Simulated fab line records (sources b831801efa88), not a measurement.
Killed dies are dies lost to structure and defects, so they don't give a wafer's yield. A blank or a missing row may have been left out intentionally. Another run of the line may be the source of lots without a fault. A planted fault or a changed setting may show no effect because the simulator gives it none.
The tool behind it: which one? :: flow sky130 :: Sampling: 15 lots, 45 wafers, 2 of 708 route steps

## WHAT EACH GAUGE READ, for each wafer
SKY_LI_CONTACT_OVL_MEAS_13.
lot: L944
measured: day 29 02:48
on: overlay-02
LI_CONTACT_OVL (nm): 1 1 -6

lot: L945
measured: day 29 18:51
on: overlay-02
LI_CONTACT_OVL (nm): 0 3 -5

lot: L946
measured: day 29 22:01
on: overlay-01
LI_CONTACT_OVL (nm): 2 3 6

lot: L947
measured: day 30 05:28
on: overlay-02
LI_CONTACT_OVL (nm): -1 7 7

lot: L948
measured: day 30 09:20
on: overlay-01
LI_CONTACT_OVL (nm): 2 3 8

lot: L949
measured: day 31 05:40
on: overlay-02
LI_CONTACT_OVL (nm): 5 -5 8

lot: L956
measured: day 33 08:03
on: overlay-02
LI_CONTACT_OVL (nm): -5 7 9

lot: L957
measured: day 33 18:23
on: overlay-01
LI_CONTACT_OVL (nm): 5 9 4

lot: L958
measured: day 34 19:02
on: overlay-02
LI_CONTACT_OVL (nm): -7 -4 -10

lot: L959
measured: day 34 19:23
on: overlay-01
LI_CONTACT_OVL (nm): 0 3 4

lot: L961
measured: day 36 02:32
on: overlay-01
LI_CONTACT_OVL (nm): -9 -6 5

lot: L963
measured: day 36 03:14
on: overlay-01
LI_CONTACT_OVL (nm): 7 -2 4

lot: L962
measured: day 36 02:53
on: overlay-01
LI_CONTACT_OVL (nm): -2 2 -2

lot: L966
measured: day 37 02:38
on: overlay-01
LI_CONTACT_OVL (nm): -7 -4 -5

lot: L967
measured: day 37 07:14
on: overlay-01
LI_CONTACT_OVL (nm): -2 -9 -7

## WHICH TOOL RAN EACH LOT (tool, then ch and the chambers of the sampled wafers, then the start)
lot: L944
SKY_VT_ADJUST_PCH_DEVELOP_06: litho_track-03 ch 0, day 10 10:00

lot: L945
SKY_VT_ADJUST_PCH_DEVELOP_06: litho_track-01 ch 0, day 10 19:00

lot: L946
SKY_VT_ADJUST_PCH_DEVELOP_06: litho_track-01 ch 0, day 10 23:00

lot: L947
SKY_VT_ADJUST_PCH_DEVELOP_06: litho_track-04 ch 0, day 11 06:00

lot: L948
SKY_VT_ADJUST_PCH_DEVELOP_06: litho_track-03 ch 0, day 11 18:00

lot: L949
SKY_VT_ADJUST_PCH_DEVELOP_06: litho_track-01 ch 0, day 12 00:00

lot: L956
SKY_VT_ADJUST_PCH_DEVELOP_06: litho_track-04, day 14 03:00

lot: L957
SKY_VT_ADJUST_PCH_DEVELOP_06: litho_track-01, day 14 15:00

lot: L958
SKY_VT_ADJUST_PCH_DEVELOP_06: litho_track-01, day 14 17:00

lot: L959
SKY_VT_ADJUST_PCH_DEVELOP_06: litho_track-04 ch 0, day 14 23:00

lot: L961
SKY_VT_ADJUST_PCH_DEVELOP_06: litho_track-03 ch 0, day 16 20:00

lot: L963
SKY_VT_ADJUST_PCH_DEVELOP_06: litho_track-01 ch 0, day 17 04:00

lot: L962
SKY_VT_ADJUST_PCH_DEVELOP_06: litho_track-01 ch 0, day 17 04:00

lot: L966
SKY_VT_ADJUST_PCH_DEVELOP_06: litho_track-03 ch 0, day 17 18:00

lot: L967
SKY_VT_ADJUST_PCH_DEVELOP_06: litho_track-04 ch 0, day 18 05:00
- SKY_VT_ADJUST_PCH_DEVELOP_06: develop time 60 s.

## AS READ BY THE TOOLS THEMSELVES (means over the sampled wafers that have a number; for cases with no such wafer, the mark the record gives instead)
SKY_VT_ADJUST_PCH_DEVELOP_06.
lot: L944
tool: litho_track-03
chill_plate_temp_C (C): 23.06

lot: L945
tool: litho_track-01
chill_plate_temp_C (C): 23.01

lot: L946
tool: litho_track-01
chill_plate_temp_C (C): 23.03

lot: L947
tool: litho_track-04
chill_plate_temp_C (C): 22.99

lot: L948
tool: litho_track-03
chill_plate_temp_C (C): 22.95

lot: L949
tool: litho_track-01
chill_plate_temp_C (C): 23.13

lot: L956
tool: litho_track-04
chill_plate_temp_C (C): -

lot: L957
tool: litho_track-01
chill_plate_temp_C (C): -

lot: L958
tool: litho_track-01
chill_plate_temp_C (C): -

lot: L959
tool: litho_track-04
chill_plate_temp_C (C): 22.87

lot: L961
tool: litho_track-03
chill_plate_temp_C (C): 22.95

lot: L963
tool: litho_track-01
chill_plate_temp_C (C): 23.13

lot: L962
tool: litho_track-01
chill_plate_temp_C (C): 22.89

lot: L966
tool: litho_track-03
chill_plate_temp_C (C): 23.14

lot: L967
tool: litho_track-04
chill_plate_temp_C (C): 22.91

## THE ANSWER, worked out from the rows above alone
Rule: what is usual is taken from the lots themselves. The widest of any qualifying gaps counts: lots, ordered by their means at a reading, are off when they make up no more than a third of the lots, leave a main group of 4 or more, and stand apart from it by 3 or more times the standard deviation of that group's means. The tables above print the reading to a certain number of digits; a main group whose means all agree to those digits is not used. Also off: a lot with no number at a reading for which 4 or more lots have one. The other lots that the step has rows for count as sound. The gauges are gone through in route order, then the tools' own readings, and for those a lot's mean is taken as printed above. The first step at which some lot is off is used, and at that step the reading that is off furthest; a lot without a number counts as furthest.
Off: L956, L957, L958, at SKY_VT_ADJUST_PCH_DEVELOP_06 (chill_plate_temp_C). Without a number there: L956, L957, L958. The main group: mean 23.00 C, standard deviation 0.091.
If a tool, at that step or one of the process steps before it, ran each lot that is off and ran no sound lot following the first of them, it fits. None of those tried fits.

## WHAT THE SIMULATOR HAD INSERTED
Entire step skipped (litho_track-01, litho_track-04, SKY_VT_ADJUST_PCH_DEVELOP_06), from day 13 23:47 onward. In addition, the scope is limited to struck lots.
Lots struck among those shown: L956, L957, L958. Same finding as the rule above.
